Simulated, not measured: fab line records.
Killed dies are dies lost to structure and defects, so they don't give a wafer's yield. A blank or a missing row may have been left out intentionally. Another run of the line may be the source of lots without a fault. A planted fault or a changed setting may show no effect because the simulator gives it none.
fab line records ; flow gf180mcu
record: lots: 7; wafers: 21; last-day: 34
route steps=602 shown V5@556 TOP_METAL@567
lots that met no fault: taken from a fault-free run of the same line
start-h: the number of hours between the record's first day and the start of the first shown wafer of the lot ; wait-h: hours from the lot's prior step to this one ; " unchanged from the row above ; L1.1+2: several wafers, shown together as one row ; - no value, or no start was given ; * or withheld: withheld ; < > ~ a bound
route shown NAME@n: a module of which the file shows steps, and the number in the route of the first ; usual: average and standard deviation across the fault-free wafers ; same: alike in all rows ; chamber/n: place in a boat ; sites: per-site readings ; _std_site: how widely they spread, as a standard deviation ; _edge_site: mean of outer sites minus mean of inner sites ; radius-mm: for every site, how far away it sits from the centre of the wafer ; mask NAME#n: copy n ; behind: tool/chamber where the wafer was last shaped ; hold: why the lot was held/for how many hours/how that ended ; device: the n, p or np transistor that did not switch ; end of line: tests of these same wafers at the route's end ; a step without rows: its recipe alone ; killed: not the wafer's yield, but the dies lost to structure and defects at the first sort ; map: the dies of a wafer, with x for killed, . for not killed, _ for no die there
set.NAME: the run value of the setting; set.NAME@STEP: its run value at that earlier step ; model.NAME: the simulator's own value behind a step, which no gauge read
certain route steps with their lots: each step a table, each wafer a row
services: from which hour (start-h, from the record's first day; less than 0 if before it) a tool's chamber was out of use, for how many hours, and why
== steps ==
step: GF_V5_ETCH_16
recipe: chemistry: N2/H2; target-depth-a: withheld; overetch-a: withheld; time-s: withheld; target: BARC; ion-energy-ev: 200; source-w: 500; bias-w: 100; pressure-mtorr: 30; n2-flow-sccm: 100; h2-flow-sccm: 200
usual: drypump-motor-current-A: 5.9/0.34; oes-product-au: 0.854/0.005; rf-fwd-power-W: 494.9/2.1; throttle-valve-pct: 13.224/0.0095
lot.wafer;tool;chamber;start-h;wait-h;drypump-motor-current-A;oes-product-au;rf-fwd-power-W;throttle-valve-pct
L567.1;rie-diel-03;1;633.65;0.0;6.2;0.851;492.3;13.222
L567.2;rie-diel-03;3;633.65;0.0;6.6;0.854;496.5;13.221
L567.4;rie-diel-03;2;633.65;0.0;5.5;0.852;493.5;13.230
L574.1;rie-diel-04;1;687.85;0.0;5.8;0.857;497.5;13.223
L574.3;rie-diel-04;3;687.85;0.0;5.6;0.854;495.1;13.227
L574.5;rie-diel-04;1;687.85;0.0;5.8;0.839;497.3;13.236
L575.1;rie-diel-04;1;693.82;0.0;5.8;0.861;495.6;13.235
L575.2;rie-diel-04;0;693.82;0.0;5.6;0.849;494.6;13.230
L575.6;rie-diel-04;1;693.82;0.0;5.8;0.850;496.5;13.223
L576.2;rie-diel-03;1;699.74;0.0;6.3;0.858;494.0;13.214
L576.3;rie-diel-03;2;699.74;0.0;5.5;0.855;493.4;13.217
L576.5;rie-diel-03;1;699.74;0.0;6.2;0.858;496.0;13.211
L580.2;rie-diel-02;1;727.22;0.0;6.3;0.847;492.4;13.242
L580.5;rie-diel-02;0;727.22;0.0;6.0;0.864;495.0;13.238
L580.6;rie-diel-02;3;727.22;0.0;5.3;0.856;495.8;13.203
L587.2;rie-diel-04;2;769.52;0.0;5.9;0.851;494.7;13.220
L587.4;rie-diel-04;1;769.52;0.0;5.8;0.855;497.4;13.230
L587.6;rie-diel-04;0;769.52;0.0;5.5;0.851;494.8;13.225
L589.2;rie-diel-03;1;781.79;0.0;6.2;0.858;492.8;13.216
L589.4;rie-diel-03;0;781.79;0.0;5.9;0.848;497.2;13.230
L589.6;rie-diel-03;0;781.79;0.0;5.9;0.860;496.5;13.220
step: GF_V5_ETCH_17
recipe: chemistry: C4F8/O2/Ar; mask-material: KrF; target: SiO2; stop-on: TiN; source-w: 1500; bias-w: 1200; pressure-mtorr: 40; c4f8-flow-sccm: withheld; O2_flow_sccm: 6; Ar_flow_sccm: 300; time-s: withheld; target-depth-a: 8550
usual: oes-product-au: 0.859/0.0046; rf-fwd-power-W: 1494/4.7
lot.wafer;tool;chamber;start-h;wait-h;oes-product-au;rf-fwd-power-W
L567.1;rie-diel-03;1;-;-;0.851;1487
L567.2;rie-diel-03;3;-;-;0.854;1498
L567.4;rie-diel-03;2;-;-;0.859;1491
L574.1;rie-diel-04;1;-;-;0.856;1489
L574.3;rie-diel-04;3;-;-;0.866;1497
L574.5;rie-diel-04;1;-;-;0.865;1491
L575.1;rie-diel-04;1;-;-;0.864;1498
L575.2;rie-diel-04;0;-;-;0.867;1491
L575.6;rie-diel-04;1;-;-;0.856;1500
L576.2;rie-diel-03;1;-;-;0.852;1495
L576.3;rie-diel-03;2;-;-;0.864;1494
L576.5;rie-diel-03;1;-;-;0.854;1493
L580.2;rie-diel-02;1;-;-;0.860;1494
L580.5;rie-diel-02;0;-;-;0.863;1493
L580.6;rie-diel-02;3;-;-;0.863;1491
L587.2;rie-diel-04;2;-;-;0.855;1491
L587.4;rie-diel-04;1;-;-;0.854;1489
L587.6;rie-diel-04;0;-;-;0.855;1489
L589.2;rie-diel-03;1;-;-;0.855;1498
L589.4;rie-diel-03;0;-;-;0.859;1501
L589.6;rie-diel-03;0;-;-;0.862;1500
step: GF_V5_STRIP_18
recipe: chemistry: O2/N2; power-w: 1400; pressure-mtorr: 1500; platen-temp-c: 250; o2-flow-sccm: 3000; n2-flow-sccm: 300; overash-fraction: 0.5
step: GF_V5_STRIP_19
recipe: chemistry: post-etch-residue-remover; time-s: 1200; temp-c: 72.5
step: GF_V5_CLEAN_20
recipe: chemistry: DIW; dry: n2-spin
step: GF_V5_SPUTTER_21
recipe: material: Ti; target-thk-nm: 15; chamber-pressure-pa: 5; power-w: 2500; substrate-temp-c: 200; time-s: 80.02
step: GF_V5_SPUTTER_22
recipe: material: TiN; target-thk-nm: 10; chamber-pressure-pa: 5; power-w: 4000; time-s: 40
usual: cathode-dc-power-W: 4000.1/0.71; chamber-pressure-pa: 5.000/0.0095; throttle-valve-pct: 29.8/1.2
lot.wafer;tool;chamber;start-h;wait-h;cathode-dc-power-W;chamber-pressure-pa;throttle-valve-pct
L567.1;pvd-sputter-01;-;634.51;0.0;4000.2;5.000;29.6
L567.2;pvd-sputter-01;-;634.51;0.0;3999.7;4.990;30.2
L567.4;pvd-sputter-01;-;634.51;0.0;4000.0;5.008;29.7
L574.1;pvd-sputter-03;-;688.60;0.0;3998.8;5.023;28.8
L574.3;pvd-sputter-03;-;688.60;0.0;4002.1;4.993;30.4
L574.5;pvd-sputter-03;-;688.60;0.0;4001.7;4.998;30.4
L575.1;pvd-sputter-03;-;694.57;0.0;3999.6;4.997;28.9
L575.2;pvd-sputter-03;-;694.57;0.0;3999.7;4.989;30.8
L575.6;pvd-sputter-03;-;694.57;0.0;4000.2;4.988;32.4
L576.2;pvd-sputter-01;-;700.49;0.0;3999.6;5.008;29.7
L576.3;pvd-sputter-01;-;700.49;0.0;4001.2;4.998;27.7
L576.5;pvd-sputter-01;-;700.49;0.0;3999.9;5.002;29.8
L580.2;pvd-sputter-03;-;727.97;0.0;4000.0;4.995;30.5
L580.5;pvd-sputter-03;-;727.97;0.0;3999.1;4.992;29.1
L580.6;pvd-sputter-03;-;727.97;0.0;4001.1;4.991;32.5
L587.2;pvd-sputter-03;-;770.28;0.0;4001.0;5.005;30.9
L587.4;pvd-sputter-03;-;770.28;0.0;4000.2;5.005;32.3
L587.6;pvd-sputter-03;-;770.28;0.0;3999.8;4.997;29.0
L589.2;pvd-sputter-01;-;782.54;0.0;3998.9;5.020;29.8
L589.4;pvd-sputter-01;-;782.54;0.0;4000.0;4.981;30.5
L589.6;pvd-sputter-01;-;782.54;0.0;4001.1;5.000;29.7
step: GF_V5_CVD_23
recipe: material: W; target-thk-nm: 350; time-s: 104.9; temp-c: 400; pressure-torr: 40
step: GF_V5_RS_MEAS_24
recipe: thk-meas-gauge: four-point-probe; reads: W_of_V5_CVD_23+TiN_of_V5_SPUTTER_22+Ti_of_V5_SPUTTER_21
usual: V5_W_RS: 0.3293/0.0029
lot.wafer;tool;chamber;start-h;wait-h;V5_W_RS[ohm/sq]
L567.1;film-metro-02;-;634.66;0.1;0.3312
L567.2;film-metro-02;-;634.66;0.1;0.3265
L567.4;film-metro-02;-;634.66;0.1;0.3342
L574.1;film-metro-01;-;688.75;0.1;0.3319
L574.3;film-metro-01;-;688.75;0.1;0.3245
L574.5;film-metro-01;-;688.75;0.1;0.3257
L575.1;film-metro-03;-;694.72;0.1;0.3301
L575.2;film-metro-03;-;694.72;0.1;0.3250
L575.6;film-metro-03;-;694.72;0.1;0.3280
L576.2;film-metro-03;-;700.66;0.1;0.3323
L576.3;film-metro-03;-;700.66;0.1;0.3289
L576.5;film-metro-03;-;700.66;0.1;0.3265
L580.2;film-metro-01;-;728.14;0.1;0.3314
L580.5;film-metro-01;-;728.14;0.1;0.3299
L580.6;film-metro-01;-;728.14;0.1;0.3288
L587.2;film-metro-01;-;770.45;0.1;0.3320
L587.4;film-metro-01;-;770.45;0.1;0.3246
L587.6;film-metro-01;-;770.45;0.1;0.3268
L589.2;film-metro-03;-;782.71;0.1;0.3275
L589.4;film-metro-03;-;782.71;0.1;0.3292
L589.6;film-metro-03;-;782.71;0.1;0.3268
step: GF_V5_THK_MEAS_25
recipe: thk-meas-gauge: xrf; reads: W_of_V5_CVD_23
usual: V5_W_THK: 353/4.3
lot.wafer;tool;chamber;start-h;wait-h;V5_W_THK[nm]
L567.1;film-metro-02;-;634.78;0.1;349
L567.2;film-metro-02;-;634.78;0.1;356
L567.4;film-metro-02;-;634.78;0.1;348
L574.1;film-metro-01;-;688.87;0.1;348
L574.3;film-metro-01;-;688.87;0.1;359
L574.5;film-metro-01;-;688.87;0.1;356
L575.1;film-metro-03;-;694.84;0.1;353
L575.2;film-metro-03;-;694.84;0.1;361
L575.6;film-metro-03;-;694.84;0.1;356
L576.2;film-metro-03;-;700.77;0.1;353
L576.3;film-metro-03;-;700.77;0.1;356
L576.5;film-metro-03;-;700.77;0.1;358
L580.2;film-metro-01;-;728.25;0.1;348
L580.5;film-metro-01;-;728.25;0.1;352
L580.6;film-metro-01;-;728.25;0.1;349
L587.2;film-metro-01;-;770.56;0.1;348
L587.4;film-metro-01;-;770.56;0.1;357
L587.6;film-metro-01;-;770.56;0.1;356
L589.2;film-metro-03;-;782.82;0.1;358
L589.4;film-metro-03;-;782.82;0.1;357
L589.6;film-metro-03;-;782.82;0.1;361
step: GF_V5_CMP_26
recipe: stop-on: SiO2; down-force-psi: 3.5; platen-rpm: 60; t-overpolish-s: 15; target-thk-nm: 0; pad-velocity-m-s: 0.94248
usual: head-pressure-psi: 3.501/0.0078; motor-current-A: 11.1/0.87; overpolish-run-s: 15.001/0.0095; time-to-endpoint-s: 85/3.1
lot.wafer;tool;chamber;start-h;wait-h;head-pressure-psi;motor-current-A;overpolish-run-s;time-to-endpoint-s
L567.2;cmp-01;2;634.84;0.0;3.499;11.4;14.990;83
L567.1;cmp-01;0;634.84;0.0;3.502;11.2;15.024;86
L567.4;cmp-01;1;634.84;0.0;3.496;10.0;15.003;82
L574.1;cmp-02;2;688.98;0.1;3.495;11.3;14.990;84
L574.3;cmp-02;3;688.98;0.1;3.499;11.7;14.990;86
L574.5;cmp-02;2;688.98;0.1;3.496;11.1;14.986;84
L575.1;cmp-01;1;695.44;0.6;3.514;10.1;14.990;84
L575.2;cmp-01;3;695.44;0.6;3.489;11.3;15.011;82
L575.6;cmp-01;1;695.44;0.6;3.506;9.8;15.008;87
L576.3;cmp-01;0;701.03;0.2;3.497;11.1;15.017;89
L576.2;cmp-01;1;701.03;0.2;3.503;9.3;14.995;87
L576.5;cmp-01;3;701.03;0.2;3.490;11.8;14.998;85
L580.2;cmp-02;1;728.35;0.1;3.493;10.0;14.992;85
L580.6;cmp-02;0;728.35;0.1;3.501;12.5;15.011;89
L580.5;cmp-02;1;728.35;0.1;3.496;10.4;14.990;86
L587.2;cmp-02;3;770.61;0.0;3.500;11.2;15.000;87
L587.4;cmp-02;0;770.61;0.0;3.494;11.8;14.978;88
L587.6;cmp-02;3;770.61;0.0;3.500;11.4;14.996;85
L589.2;cmp-02;0;782.97;0.1;3.484;11.9;15.012;85
L589.4;cmp-02;1;782.97;0.1;3.512;9.4;14.987;83
L589.6;cmp-02;2;782.97;0.1;3.502;11.6;15.005;84
step: GF_TOP_METAL_SPUTTER_00
recipe: material: Ti; target-thk-nm: 37.5; arriving-ion-energy-ev: 80; substrate-temp-c: 200; chamber-pressure-pa: 2; power-w: 4000; time-s: 150
usual: cathode-dc-power-W: 4000.0/0.71; chamber-pressure-pa: 1.999/0.0042; throttle-valve-pct: 30.2/1.1
lot.wafer;tool;chamber;start-h;wait-h;cathode-dc-power-W;chamber-pressure-pa;throttle-valve-pct
L567.1;pvd-sputter-04;-;635.14;0.1;3999.3;1.998;29.0
L567.2;pvd-sputter-04;-;635.14;0.1;4000.3;1.998;28.6
L567.4;pvd-sputter-04;-;635.14;0.1;4000.6;2.010;29.2
L574.1;pvd-sputter-03;-;689.23;0.2;4000.6;1.993;32.6
L574.3;pvd-sputter-03;-;689.23;0.2;3998.4;2.002;29.1
L574.5;pvd-sputter-03;-;689.23;0.2;4000.2;2.010;29.0
L575.1;pvd-sputter-02;-;695.69;0.2;3998.9;2.001;30.4
L575.2;pvd-sputter-02;-;695.69;0.2;4000.1;2.001;30.2
L575.6;pvd-sputter-02;-;695.69;0.2;4000.4;2.007;30.7
L576.2;pvd-sputter-04;-;701.28;0.1;3998.7;1.998;31.2
L576.3;pvd-sputter-04;-;701.28;0.1;3999.4;1.994;29.3
L576.5;pvd-sputter-04;-;701.28;0.1;3999.8;1.989;29.2
L580.2;pvd-sputter-02;-;728.60;0.2;4000.3;1.998;31.1
L580.5;pvd-sputter-02;-;728.60;0.2;3999.7;1.998;30.9
L580.6;pvd-sputter-02;-;728.60;0.2;4000.4;1.995;29.8
L587.2;pvd-sputter-02;-;770.91;0.2;3999.2;1.999;30.6
L587.4;pvd-sputter-02;-;770.91;0.2;4000.1;2.002;29.7
L587.6;pvd-sputter-02;-;770.91;0.2;4000.9;2.002;30.3
L589.2;pvd-sputter-03;-;783.17;0.1;4000.3;2.000;29.1
L589.4;pvd-sputter-03;-;783.17;0.1;3999.4;1.999;32.6
L589.6;pvd-sputter-03;-;783.17;0.1;3999.7;1.995;28.6
step: GF_TOP_METAL_SPUTTER_01
recipe: material: TiN; target-thk-nm: 30; power-w: 6500; time-s: 25; chamber-pressure-pa: 0.4
usual: cathode-dc-power-W: 6500.2/1.1; chamber-pressure-pa: 0.4000/0.00077; throttle-valve-pct: 30.2/1.1
lot.wafer;tool;chamber;start-h;wait-h;cathode-dc-power-W;chamber-pressure-pa;throttle-valve-pct
L567.1;pvd-sputter-04;-;635.24;0.1;6498.9;0.3989;29.0
L567.2;pvd-sputter-04;-;635.24;0.1;6500.2;0.4004;28.3
L567.4;pvd-sputter-04;-;635.24;0.1;6501.3;0.4021;29.4
L574.1;pvd-sputter-03;-;689.33;0.1;-;-;-
L574.3;pvd-sputter-03;-;689.33;0.1;-;-;-
L574.5;pvd-sputter-03;-;689.33;0.1;-;-;-
L575.1;pvd-sputter-02;-;695.79;0.1;-;-;-
L575.2;pvd-sputter-02;-;695.79;0.1;-;-;-
L575.6;pvd-sputter-02;-;695.79;0.1;-;-;-
L576.2;pvd-sputter-04;-;701.38;0.1;-;-;-
L576.3;pvd-sputter-04;-;701.38;0.1;-;-;-
L576.5;pvd-sputter-04;-;701.38;0.1;-;-;-
L580.2;pvd-sputter-02;-;728.70;0.1;6500.1;0.3997;31.2
L580.5;pvd-sputter-02;-;728.70;0.1;6501.3;0.3995;31.4
L580.6;pvd-sputter-02;-;728.70;0.1;6499.2;0.4007;29.6
L587.2;pvd-sputter-02;-;771.01;0.1;6499.5;0.4007;30.7
L587.4;pvd-sputter-02;-;771.01;0.1;6502.1;0.4006;29.7
L587.6;pvd-sputter-02;-;771.01;0.1;6502.5;0.3991;30.3
L589.2;pvd-sputter-03;-;783.28;0.1;6498.7;0.3990;29.0
L589.4;pvd-sputter-03;-;783.28;0.1;6500.0;0.3991;32.4
L589.6;pvd-sputter-03;-;783.28;0.1;6501.2;0.4003;29.1
step: GF_TOP_METAL_SPUTTER_02
recipe: material: AlCu; target-thk-nm: 900; power-w: 10600; chamber-pressure-pa: 0.3; substrate-temp-c: 250; gas: Ar; time-s: 47.82
== services ==
tool;chamber;start-h;hours;kind
cmp-01;-;618.59;0.9;repair
cmp-01;-;622.79;0.5;repair
pvd-sputter-04;-;625.69;2.3;repair
rie-diel-03;1;642.44;3.4;repair
rie-diel-03;-;648.87;0.5;repair
rie-diel-02;0;649.50;7.2;repair
rie-diel-03;1;660.25;2.5;repair
pvd-sputter-03;-;662.12;2.0;repair
rie-diel-03;0;662.68;9.8;repair
rie-diel-04;0;671.12;4.3;repair
pvd-sputter-01;-;684.96;3.2;repair
pvd-sputter-01;-;687.12;0.6;repair
cmp-02;-;691.99;15.1;pm
pvd-sputter-04;-;694.20;6.2;repair
cmp-02;-;707.05;3.0;pm
cmp-02;-;718.24;0.6;repair
rie-diel-04;0;720.53;6.8;repair
rie-diel-03;0;738.45;1.3;repair
rie-diel-04;1;744.17;4.3;repair
cmp-02;-;744.23;4.0;pm
pvd-sputter-02;-;747.07;3.8;repair
pvd-sputter-04;-;758.61;5.5;repair
cmp-01;-;767.25;0.7;repair
cmp-02;-;780.76;0.8;repair
== key ==
first-sign: step: GF_TOP_METAL_SPUTTER_01; reading: tool-record; direction: missing
effect none on later readings
met-at GF_TOP_METAL_SPUTTER_01
struck-wafers L574.1,L574.3,L574.5,L575.1,L575.2,L575.6,L576.2,L576.3,L576.5
later-rows-left-out L574.1,L574.3,L574.5,L575.1,L575.2,L575.6,L576.2,L576.3,L576.5
sort-left-out L574.1,L574.3,L574.5,L575.1,L575.2,L575.6,L576.2,L576.3,L576.5
onset-between 635.24 689.33
fault: kind: skipped-step-whole; tool: pvd-sputter-02,pvd-sputter-03,pvd-sputter-04; chamber: -; onset-h: 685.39; steps: GF_TOP_METAL_SPUTTER_01; scope: struck-lots-only
sort-left-out: the simulated sort isn't trusted on such a fault, so these wafers' sort isn't shown, and their yield isn't known
later-rows-left-out: the simulator's readings of these wafers behind a module that went badly wrong aren't trusted and aren't shown, but for the sort
